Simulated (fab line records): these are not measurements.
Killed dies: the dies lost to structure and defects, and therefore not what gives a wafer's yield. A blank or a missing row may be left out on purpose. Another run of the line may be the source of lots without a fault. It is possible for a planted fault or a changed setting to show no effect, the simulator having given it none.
fab line records ; flow gf180mcu
record: lots: 14; wafers: 42; lastDay: 34
route steps=602 shown MIM@511 V5@558 TOP_METAL@570
lots with no fault: from the same line, run without faults
startH: hours from the record's first day to the start of the lot's first wafer shown ; waitH: how many hours have passed since the lot's step before this one ; " unchanged from the row above ; L1.1+2: a single row standing in for several wafers ; - either no value or no given start ; * or withheld: withheld ; < > ~ a bound
route shown NAME@n: a module of which the file shows steps, and the number in the route of the first ; usual: the fault-free wafers' mean and standard deviation ; same: alike in all rows ; chamber/n: place in a boat ; sites: per-site readings ; _std_site: how widely they spread, as a standard deviation ; _edge_site: inner sites' mean taken away from outer sites' mean ; radiusMm: for every site, how far away it sits from the centre of the wafer ; mask NAME#n: copy n ; behind: tool/chamber where the wafer was last shaped ; hold: the reason the lot was held/the length of the hold in hours/how it ended ; device: names the non-switching transistor (n, p or np) ; end of line: the tests these same wafers got at the end of their route ; for a step that has no rows: nothing shown but its recipe ; killed: dies lost to structure and defects at the first sort, not the wafer's yield ; map: a wafer's dies, x killed, . not, _ none there
set.NAME: the run value of the setting; set.NAME@STEP: its run value at that earlier step ; model.NAME: the simulator's own value behind a step, which no gauge read
the route's steps for a sample of lots (tables are steps, rows are wafers)
services: from which hour (startH, from the record's first day; less than 0 if before it) a tool's chamber was out of use, for how many hours, and why
== steps ==
step: GF_MIM_SPUTTER_08
recipe: material: AlCu; targetThkNm: 200; powerW: 10600; timeS: 10.6; chamberPressurePa: 0.4
usual: cathodeDcPowerW: 10600/2.1; chamberPressurePa: 0.4001/0.00075; throttleValvePct: 30.0/1.1
lot.wafer;tool;chamber;startH;waitH;cathodeDcPowerW;chamberPressurePa;throttleValvePct
L454.2;pvdSputter-01;-;595.87;0.0;10597;0.4003;30.0
L454.4;pvdSputter-01;-;595.87;0.0;10599;0.3989;30.1
L454.5;pvdSputter-01;-;595.87;0.0;10600;0.4008;29.8
L456.3;pvdSputter-01;-;597.89;0.0;10601;0.3995;29.0
L456.5;pvdSputter-01;-;597.89;0.0;10598;0.3991;28.9
L456.6;pvdSputter-01;-;597.89;0.0;10602;0.4006;29.6
L457.3;pvdSputter-04;-;613.20;0.0;10600;0.3991;31.7
L457.5;pvdSputter-04;-;613.20;0.0;10601;0.3998;28.2
L457.6;pvdSputter-04;-;613.20;0.0;10601;0.4004;29.9
L458.1;pvdSputter-04;-;615.09;0.0;10598;0.3997;28.3
L458.3;pvdSputter-04;-;615.09;0.0;10598;0.4009;31.5
L458.6;pvdSputter-04;-;615.09;0.0;10603;0.4010;28.6
L459.2;pvdSputter-01;-;625.25;0.0;10598;0.4000;28.9
L459.3;pvdSputter-01;-;625.25;0.0;10600;0.4009;30.0
L459.6;pvdSputter-01;-;625.25;0.0;10601;0.3996;30.8
L461.3;pvdSputter-04;-;636.32;0.0;10599;0.3991;31.8
L461.4;pvdSputter-04;-;636.32;0.0;10600;0.4001;29.7
L461.5;pvdSputter-04;-;636.32;0.0;10595;0.3992;29.9
L462.1;pvdSputter-04;-;641.03;0.0;10601;0.3993;31.7
L462.5;pvdSputter-04;-;641.03;0.0;10598;0.3990;31.7
L462.6;pvdSputter-04;-;641.03;0.0;10602;0.4004;28.6
L463.1;pvdSputter-04;-;653.45;0.0;10603;0.4023;29.6
L463.4;pvdSputter-04;-;653.45;0.0;10598;0.3996;31.6
L463.6;pvdSputter-04;-;653.45;0.0;10603;0.4000;31.6
L464.1;pvdSputter-04;-;656.97;0.0;10599;0.4009;31.7
L464.4;pvdSputter-04;-;656.97;0.0;10599;0.4000;28.3
L464.5;pvdSputter-04;-;656.97;0.0;10598;0.4009;31.7
L465.2;pvdSputter-01;-;665.68;0.0;10600;0.4002;31.0
L465.3;pvdSputter-01;-;665.68;0.0;10600;0.4004;29.9
L465.4;pvdSputter-01;-;665.68;0.0;10601;0.4001;30.2
L466.1;pvdSputter-01;-;672.93;0.0;10600;0.4004;29.9
L466.2;pvdSputter-01;-;672.93;0.0;10600;0.3988;30.9
L466.3;pvdSputter-01;-;672.93;0.0;10604;0.4006;30.0
L473.2;pvdSputter-04;-;720.31;0.0;10599;0.4005;29.8
L473.4;pvdSputter-04;-;720.31;0.0;10597;0.4007;28.3
L473.5;pvdSputter-04;-;720.31;0.0;10600;0.3999;31.9
L474.3;pvdSputter-01;-;724.91;0.0;10597;0.4005;31.2
L474.4;pvdSputter-01;-;724.91;0.0;10600;0.3995;28.9
L474.6;pvdSputter-01;-;724.91;0.0;10599;0.3984;31.0
L475.1;pvdSputter-03;-;729.88;0.0;10600;0.4007;29.5
L475.3;pvdSputter-03;-;729.88;0.0;10600;0.4005;30.0
L475.4;pvdSputter-03;-;729.88;0.0;10601;0.4012;31.6
step: GF_V5_STRIP_18
recipe: chemistry: O2/N2; powerW: 1400; pressureMtorr: 1500; platenTempC: 250; o2FlowSccm: 3000; n2FlowSccm: 300; overashFraction: 0.5
usual: drypumpMotorCurrentA: 5.6/0.43; heaterPowerW: 344/23; n2FlowSccm: 300.1/0.95; o2FlowSccm: 2998/8.9; oesProductAu: 0.568/0.0048
lot.wafer;tool;chamber;startH;waitH;drypumpMotorCurrentA;heaterPowerW;n2FlowSccm;o2FlowSccm;oesProductAu;rfHoursCounterH
L454.2;plasmaAsher-03;1;659.21;-;5.9;351;298.8;3002;0.572;55
L454.4;plasmaAsher-03;0;659.21;-;5.8;345;301.3;2996;0.578;-
L454.5;plasmaAsher-03;1;659.21;-;5.9;337;300.1;2993;0.571;-
L456.3;plasmaAsher-01;0;660.54;-;5.3;322;298.8;3000;0.572;-
L456.5;plasmaAsher-01;0;660.54;-;5.3;313;299.4;2990;0.562;-
L456.6;plasmaAsher-01;1;660.54;-;6.1;343;301.5;2992;0.574;-
L457.3;plasmaAsher-03;0;675.31;-;5.8;347;300.5;3009;0.565;-
L457.5;plasmaAsher-03;0;675.31;-;5.8;332;300.4;2994;0.574;-
L457.6;plasmaAsher-03;1;675.31;-;5.9;350;301.1;2992;0.566;-
L458.1;plasmaAsher-03;0;676.56;-;5.8;349;299.6;2998;0.572;56
L458.3;plasmaAsher-03;0;676.56;-;5.8;345;298.8;3000;0.573;-
L458.6;plasmaAsher-03;0;676.56;-;5.8;340;299.9;2993;0.563;-
L459.2;plasmaAsher-04;1;685.37;-;5.7;398;299.7;3008;0.570;93
L459.3;plasmaAsher-04;1;685.37;-;5.7;398;298.2;3000;0.578;-
L459.6;plasmaAsher-04;1;685.37;-;5.7;390;298.9;3001;0.571;-
L461.3;plasmaAsher-03;1;697.30;-;5.9;344;301.6;2992;0.568;-
L461.4;plasmaAsher-03;0;697.30;-;5.8;343;301.8;2991;0.570;-
L461.5;plasmaAsher-03;1;697.30;-;5.9;346;299.2;3000;0.565;-
L462.1;plasmaAsher-04;0;700.86;-;4.8;332;299.1;3009;0.563;95
L462.5;plasmaAsher-04;1;700.86;-;5.7;380;300.7;2981;0.567;-
L462.6;plasmaAsher-04;0;700.86;-;4.8;327;299.1;2988;0.570;-
L463.1;plasmaAsher-01;1;711.56;-;6.1;334;300.2;3000;0.575;105
L463.4;plasmaAsher-01;1;711.56;-;6.1;346;300.0;3014;0.575;-
L463.6;plasmaAsher-01;1;711.56;-;6.1;341;300.2;3023;0.567;-
L464.1;plasmaAsher-01;0;716.43;-;5.3;320;299.9;2997;0.563;105
L464.4;plasmaAsher-01;1;716.43;-;6.1;330;299.8;3006;0.565;-
L464.5;plasmaAsher-01;1;716.43;-;6.1;348;299.3;3007;0.565;-
L465.2;plasmaAsher-01;0;724.86;-;5.3;324;300.1;3008;0.568;107
L465.3;plasmaAsher-01;1;724.86;-;6.1;333;299.6;3002;0.571;-
L465.4;plasmaAsher-01;0;724.86;-;5.3;320;299.5;3013;0.572;-
L466.1;plasmaAsher-01;1;729.61;-;6.1;339;299.8;3003;0.570;107
L466.2;plasmaAsher-01;0;729.61;-;5.3;322;299.3;2987;0.568;107
L466.3;plasmaAsher-01;1;729.61;-;6.1;348;301.4;3006;0.573;-
L473.2;plasmaAsher-01;0;773.16;-;5.3;310;300.2;2983;0.565;3
L473.4;plasmaAsher-01;1;773.16;-;6.1;345;299.9;2998;0.575;-
L473.5;plasmaAsher-01;1;773.16;-;6.1;347;298.9;3000;0.565;-
L474.3;plasmaAsher-04;0;776.74;-;4.8;331;299.4;3000;0.568;-
L474.4;plasmaAsher-04;1;776.74;-;5.7;389;300.4;3002;0.564;-
L474.6;plasmaAsher-04;0;776.74;-;4.8;338;299.3;3015;0.560;-
L475.1;plasmaAsher-01;0;781.26;-;5.3;317;297.8;2987;0.568;4
L475.3;plasmaAsher-01;1;781.26;-;6.1;353;299.6;2980;0.570;-
L475.4;plasmaAsher-01;0;781.26;-;5.3;303;299.8;2977;0.577;-
step: GF_V5_CMP_26
recipe: stopOn: SiO2; downForcePsi: 3.5; platenRpm: 60; tOverpolishS: 15; targetThkNm: 0; padVelocityMS: 0.94248
usual: edgeZonePressureFrac: 1.000/0.005; motorCurrentA: 10.7/0.58; overpolishRunS: 14.999/0.0088; slurryFilterDpKPa: 13.53/0.12; timeToEndpointS: 84/4.2
lot.wafer;tool;chamber;startH;waitH;edgeZonePressureFrac;motorCurrentA;overpolishRunS;slurryFilterDpKPa;timeToEndpointS
L454.2;cmp-01;0;660.14;0.0;1.007;11.1;14.996;13.38;83
L454.4;cmp-01;2;660.14;0.0;1.005;10.6;14.999;13.56;79
L454.5;cmp-01;0;660.14;0.0;1.000;11.0;15.014;13.43;84
L456.3;cmp-01;2;661.50;0.0;0.994;10.7;14.999;13.69;74
L456.5;cmp-01;2;661.50;0.0;0.995;10.6;14.992;13.55;76
L456.6;cmp-01;3;661.50;0.0;1.003;10.7;14.992;13.49;83
L457.3;cmp-01;1;676.39;0.2;1.007;9.3;15.002;13.67;83
L457.6;cmp-01;2;676.39;0.2;0.997;11.1;14.999;13.52;79
L457.5;cmp-01;3;676.39;0.2;1.002;11.5;15.010;13.59;78
L458.1;cmp-01;2;677.56;0.1;1.001;11.3;14.996;13.52;79
L458.3;cmp-01;0;677.56;0.1;0.998;11.1;15.001;13.58;87
L458.6;cmp-01;1;677.56;0.1;1.001;9.6;14.986;13.46;85
L459.2;cmp-02;0;686.29;0.0;0.999;11.0;15.000;13.77;88
L459.3;cmp-02;3;686.29;0.0;0.988;10.5;15.002;13.58;82
L459.6;cmp-02;1;686.29;0.0;0.997;10.2;15.000;13.42;83
L461.3;cmp-01;3;698.39;0.2;0.999;10.7;15.002;13.53;80
L461.4;cmp-01;0;698.39;0.2;1.006;11.2;15.001;13.46;86
L461.5;cmp-01;0;698.39;0.2;1.011;11.9;14.982;13.33;91
L462.1;cmp-02;0;701.86;0.1;0.996;10.2;14.992;13.53;90
L462.6;cmp-02;3;701.86;0.1;0.996;10.1;14.996;13.55;85
L462.5;cmp-02;0;701.86;0.1;0.998;10.3;14.985;13.24;91
L463.1;cmp-01;1;712.48;0.1;1.004;9.4;14.990;13.64;90
L463.4;cmp-01;3;712.48;0.1;1.001;11.2;15.012;13.51;86
L463.6;cmp-01;1;712.48;0.1;0.993;9.2;14.999;13.47;86
L464.1;cmp-02;3;717.35;0.1;1.003;10.6;14.998;13.31;85
L464.4;cmp-02;1;717.35;0.1;1.001;11.0;15.000;13.64;89
L464.5;cmp-02;3;717.35;0.1;1.004;10.4;14.997;13.68;88
L465.4;cmp-02;3;725.87;0.1;1.005;10.2;15.015;13.54;78
L465.3;cmp-02;0;725.87;0.1;1.011;10.0;15.000;13.66;86
L465.2;cmp-02;1;725.87;0.1;1.002;10.2;14.998;13.50;86
L466.1;cmp-01;3;730.56;0.1;0.990;10.5;14.988;13.60;82
L466.2;cmp-01;0;730.56;0.1;1.003;12.1;14.993;13.34;91
L466.3;cmp-01;2;730.56;0.1;0.998;11.1;15.007;13.63;79
L473.4;cmp-02;0;774.61;0.5;0.998;10.9;15.017;13.50;86
L473.2;cmp-02;1;774.61;0.5;0.995;11.2;15.000;13.54;84
L473.5;cmp-02;2;774.61;0.5;1.007;11.1;15.006;13.39;82
L474.3;cmp-02;2;777.72;0.1;0.997;10.7;15.010;13.34;80
L474.4;cmp-02;0;777.72;0.1;0.998;10.8;15.012;13.47;86
L474.6;cmp-02;1;777.72;0.1;0.999;10.5;15.023;13.59;85
L475.3;cmp-01;0;782.25;0.0;1.000;11.1;14.998;13.79;88
L475.1;cmp-01;1;782.25;0.0;0.996;9.4;15.013;13.44;84
L475.4;cmp-01;2;782.25;0.0;1.002;10.8;15.004;13.61;76
step: GF_TOP_METAL_SPUTTER_03
recipe: material: Ti; targetThkNm: 5; substrateTempC: 300; chamberPressurePa: 0.3; powerW: 3000; timeS: 3.3
usual: cathodeDcPowerW: 3000.0/0.59; chamberPressurePa: 0.3000/0.00063; substrateTempC: 299.99/0.18; throttleValvePct: 30.0/1.2
lot.wafer;tool;chamber;startH;waitH;cathodeDcPowerW;chamberPressurePa;substrateTempC;throttleValvePct
L454.2;pvdSputter-04;-;660.61;0.0;3000.4;0.2998;299.94;29.9
L454.4;pvdSputter-04;-;660.61;0.0;2999.9;0.3000;300.12;31.8
L454.5;pvdSputter-04;-;660.61;0.0;3000.4;0.3014;299.92;30.4
L456.3;pvdSputter-01;-;661.97;0.0;2999.6;0.2997;299.85;29.9
L456.5;pvdSputter-01;-;661.97;0.0;3000.9;0.2995;299.93;30.0
L456.6;pvdSputter-01;-;661.97;0.0;2999.9;0.2997;300.05;29.7
L457.3;pvdSputter-02;-;676.72;0.0;2999.3;0.2994;299.71;29.4
L457.5;pvdSputter-02;-;676.72;0.0;2999.5;0.2994;300.08;29.1
L457.6;pvdSputter-02;-;676.72;0.0;3000.4;0.2993;300.17;29.4
L458.1;pvdSputter-02;-;677.99;0.0;2999.8;0.3004;299.89;29.1
L458.3;pvdSputter-02;-;677.99;0.0;3000.0;0.3001;299.84;29.9
L458.6;pvdSputter-02;-;677.99;0.0;3000.1;0.2997;299.68;32.2
L459.2;pvdSputter-04;-;686.76;0.0;2999.4;0.3000;300.01;29.9
L459.3;pvdSputter-04;-;686.76;0.0;3001.1;0.2988;300.21;30.1
L459.6;pvdSputter-04;-;686.76;0.0;2999.7;0.2990;299.91;30.3
L461.3;pvdSputter-01;-;698.87;0.0;3000.4;0.3006;299.86;30.3
L461.4;pvdSputter-01;-;698.87;0.0;2999.5;0.2993;299.89;28.8
L461.5;pvdSputter-01;-;698.87;0.0;3000.1;0.2992;300.40;28.8
L462.1;pvdSputter-02;-;702.29;0.0;3000.4;0.2992;299.95;32.4
L462.5;pvdSputter-02;-;702.29;0.0;2999.9;0.3011;300.01;27.9
L462.6;pvdSputter-02;-;702.29;0.0;3000.4;0.3007;300.05;29.9
L463.1;pvdSputter-01;-;712.96;0.0;3000.5;0.2997;300.25;31.1
L463.4;pvdSputter-01;-;712.96;0.0;2999.8;0.2997;299.69;28.8
L463.6;pvdSputter-01;-;712.96;0.0;3000.0;0.2999;300.01;30.2
L464.1;pvdSputter-01;-;717.83;0.0;3000.5;0.2982;299.89;28.9
L464.4;pvdSputter-01;-;717.83;0.0;2999.9;0.3007;300.12;30.9
L464.5;pvdSputter-01;-;717.83;0.0;2999.8;0.3000;300.14;30.1
L465.2;pvdSputter-04;-;726.29;0.0;3000.6;0.2997;300.13;28.5
L465.3;pvdSputter-04;-;726.29;0.0;3000.8;0.3001;300.06;29.7
L465.4;pvdSputter-04;-;726.29;0.0;2999.8;0.2999;300.07;31.7
L466.1;pvdSputter-04;-;731.04;0.0;2999.6;0.3011;299.92;28.3
L466.2;pvdSputter-04;-;731.04;0.0;2999.5;0.3000;299.84;31.9
L466.3;pvdSputter-04;-;731.04;0.0;2999.6;0.2999;299.83;30.2
L473.2;pvdSputter-04;-;774.98;0.0;-;-;-;-
L473.4;pvdSputter-04;-;774.98;0.0;-;-;-;-
L473.5;pvdSputter-04;-;774.98;0.0;-;-;-;-
L474.3;pvdSputter-01;-;778.14;0.0;-;-;-;-
L474.4;pvdSputter-01;-;778.14;0.0;-;-;-;-
L474.6;pvdSputter-01;-;778.14;0.0;-;-;-;-
L475.1;pvdSputter-04;-;782.72;0.0;3000.4;0.2987;300.17;29.8
L475.3;pvdSputter-04;-;782.72;0.0;3000.9;0.2995;299.71;30.4
L475.4;pvdSputter-04;-;782.72;0.0;2999.1;0.2995;300.10;28.2
== services ==
tool;chamber;startH;hours;kind
cmp-01;-;572.30;4.0;pm
pvdSputter-03;-;573.85;4.6;repair
plasmaAsher-01;-;574.55;14.6;pm
pvdSputter-02;-;577.26;9.2;repair
cmp-01;-;583.38;2.4;repair
pvdSputter-01;-;589.15;3.4;repair
plasmaAsher-01;-;598.84;6.5;repair
plasmaAsher-01;-;612.26;9.2;repair
plasmaAsher-03;-;618.77;1.7;repair
cmp-02;-;634.04;4.8;pm
plasmaAsher-01;-;634.23;0.8;repair
pvdSputter-01;-;650.97;0.6;repair
cmp-01;-;657.37;0.6;repair
cmp-01;-;714.34;1.8;repair
cmp-01;-;719.58;7.2;pm
plasmaAsher-03;-;731.96;2.8;pm
plasmaAsher-01;-;733.75;9.0;pm
pvdSputter-02;-;737.25;0.8;repair
cmp-02;-;744.60;4.0;pm
pvdSputter-04;-;748.01;3.7;repair
cmp-02;-;767.34;6.6;pm
pvdSputter-02;-;769.98;22.8;repair
cmp-01;-;772.91;1.7;repair
cmp-02;-;775.95;1.3;repair
== key ==
firstSign: step: GF_TOP_METAL_SPUTTER_03; reading: toolRecord; direction: missing
effect none on later readings
metAt GF_TOP_METAL_SPUTTER_03
struckLots L473,L474
laterRowsLeftOut L473.2,L473.4,L473.5,L474.3,L474.4,L474.6
sortLeftOut L473.2,L473.4,L473.5,L474.3,L474.4,L474.6
notActingAt GF_MIM_SPUTTER_08,GF_V5_STRIP_18,GF_V5_CMP_26
onsetBetween 731.04 774.98
fault: kind: skippedStepWhole; tool: pvdSputter-01,pvdSputter-04; chamber: -; onsetH: 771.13; steps: GF_TOP_METAL_SPUTTER_03; scope: struckLotsOnly
sortLeftOut: the simulated sort isn't trusted on such a fault, so these wafers' sort isn't shown, and their yield isn't known
laterRowsLeftOut: the simulator's readings of these wafers behind a module that went badly wrong aren't trusted and aren't shown, but for the sort
